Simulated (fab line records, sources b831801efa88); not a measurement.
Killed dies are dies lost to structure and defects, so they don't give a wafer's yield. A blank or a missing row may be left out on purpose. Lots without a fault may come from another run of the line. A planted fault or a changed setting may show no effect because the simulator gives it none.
Chamber matching | flow gf180mcu | GF_STI_CMP_25 on cmp-01: 4 sister chambers
The step polishes, stops on Si3N4, t overpolish 33 s, target thk 524.6 nm. 7 wafers are shown with their chamber, then 8 later ones without.

WAFERS WITH THEIR CHAMBER
wafer  | chamber | motor_current_A (A) | time_to_endpoint_s (s)
L918.1 | 2       | 11.1                | 134
L918.5 | 1       | 10.2                | 127
L921.2 | 3       | 11.8                | 117
L921.5 | 3       | 11.5                | 116
L924.1 | 1       | 10.1                | 125
L924.5 | 0       | 11.4                | 124
L925.1 | 0       | 11.2                | 127

WAFERS WITHOUT THEIR CHAMBER
wafer  | motor_current_A (A) | time_to_endpoint_s (s)
L925.4 | 12.0                | 122
L925.6 | 11.7                | 118
L926.1 | 10.9                | 132
L926.2 | 12.1                | 119
L926.3 | 11.2                | 130
L931.1 | 11.5                | 116
L931.3 | 11.9                | 128
L931.6 | 11.5                | 129

WHICH CHAMBER EACH WENT THROUGH
wafer  | from the rows above     | in truth
L925.4 | can't be placed: 3 or 0 | 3
L925.6 | 3                       | 3
L926.1 | 2                       | 2
L926.2 | 3                       | 3
L926.3 | can't be placed: 2 or 0 | 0
L931.1 | 3                       | 3
L931.3 | 0                       | 0
L931.6 | can't be placed: 0 or 2 | 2
Placed correctly: 5 of 8. Can't be placed from these rows: 3 (the true chamber is among the candidates in 3). Placed wrongly: 0.
How it was worked out, from the rows above alone: a wafer's distance from a chamber is the root of the sum, over the readings, of the square of ((its reading less the chamber's mean) divided by the reading's scatter). The wafer belongs to the nearest chamber; if the next one is less than 2 further off, it can't be placed. A chamber's mean is the mean of its shown wafers. The scatter: the root of (the sum of the squares of (reading less its chamber's mean) over the shown wafers, divided by (wafers less chambers)).
